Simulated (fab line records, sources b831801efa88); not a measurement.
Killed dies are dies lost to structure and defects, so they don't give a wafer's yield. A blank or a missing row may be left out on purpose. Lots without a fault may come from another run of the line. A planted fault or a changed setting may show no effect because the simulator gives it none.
Problem report in the 8D (eight disciplines) form, filled by code | flow sky130 | the parts of the form that need people (team, actions taken, sign-off) are left out

1. THE PROBLEM
run_length_s at SKY_GATE_OXIDE_CLEAN_15 reads a mean of 42 s on 3 wafers of 1 lot; wafers without a fault read 177 s with a standard deviation of 3.4. That is -40 standard deviations from the usual mean.
The step: cleans in SC1/SC2, time 150 s.
First seen on wafer L231.2, day 19 22:10, on wet_bench-03. The record holds 15 wafers of 5 lots with a number at this step. Rule for "out", or "out of limits": more than 4 standard deviations from the usual mean. The other wafers with a number count as sound.

2. WHAT IT IS AND WHAT IT IS NOT
question                    | is                     | is not
which readings at this step | run_length_s           | bath_heat_duty_pct
which lots                  | L231                   | L225, L227, L230, L237
which wafers of those lots  | all that have a number | -
read on which tools         | wet_bench-03           | wet_bench-01, wet_bench-04
when                        | from day 19 22:10      | up to then (6 sound wafers); but 6 sound wafers of L230, L237 came after

3. SUSPECTS, AND WHAT RULES EACH OUT
Counting: a tool at a process step up to the reading stays a suspect if it ran every lot that is out and no sound lot after the first of them.
- plasma_asher-04 at SKY_GATE_OXIDE_STRIP_13 (strips in O2/N2): ruled out as a lasting fault. Sound lots L237 ran on it after its first lot that is out, L231 (day 19 22:00).
- wet_bench-03 at SKY_GATE_OXIDE_CLEAN_15 (cleans in SC1/SC2, time 150 s): kept. It ran the lot that is out, L231 (day 19 22:10), and no sound lot after that; its last sound lot up to then is L225 (day 17 23:33). Its own readings are out on those wafers: run_length_s.
Left after counting: wet_bench-03 at SKY_GATE_OXIDE_CLEAN_15.

4. THE CAUSE (what the simulator had put in)
Process parameter drift: wet_bench-03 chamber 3, from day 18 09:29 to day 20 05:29, at SKY_GATE_OXIDE_CLEAN_15. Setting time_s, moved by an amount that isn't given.
Counting left only this tool.

5. THE CHAIN OF EFFECTS, in route order
Each row: a reading whose mean over the struck wafers that have a number lies more than 3 standard deviations from the usual. Only readings for which the record gives a usual standard deviation are gone through. hours: the time from each lot's start at the first step in this table that gives one to its start at this step, as a median over the lots. sigmas: the change in usual standard deviations.
hours | step                    | reading      | usual | on struck wafers | change | sigmas
0     | SKY_GATE_OXIDE_CLEAN_15 | run_length_s | 177 s | 42               | -135   | -40
The process steps in it:
- SKY_GATE_OXIDE_CLEAN_15: cleans in SC1/SC2, time 150 s.

6. WHAT WOULD HAVE CAUGHT IT SOONER
In this record the first reading out of limits was taken at day 19 22:10, 37 hours after the fault began at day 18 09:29.
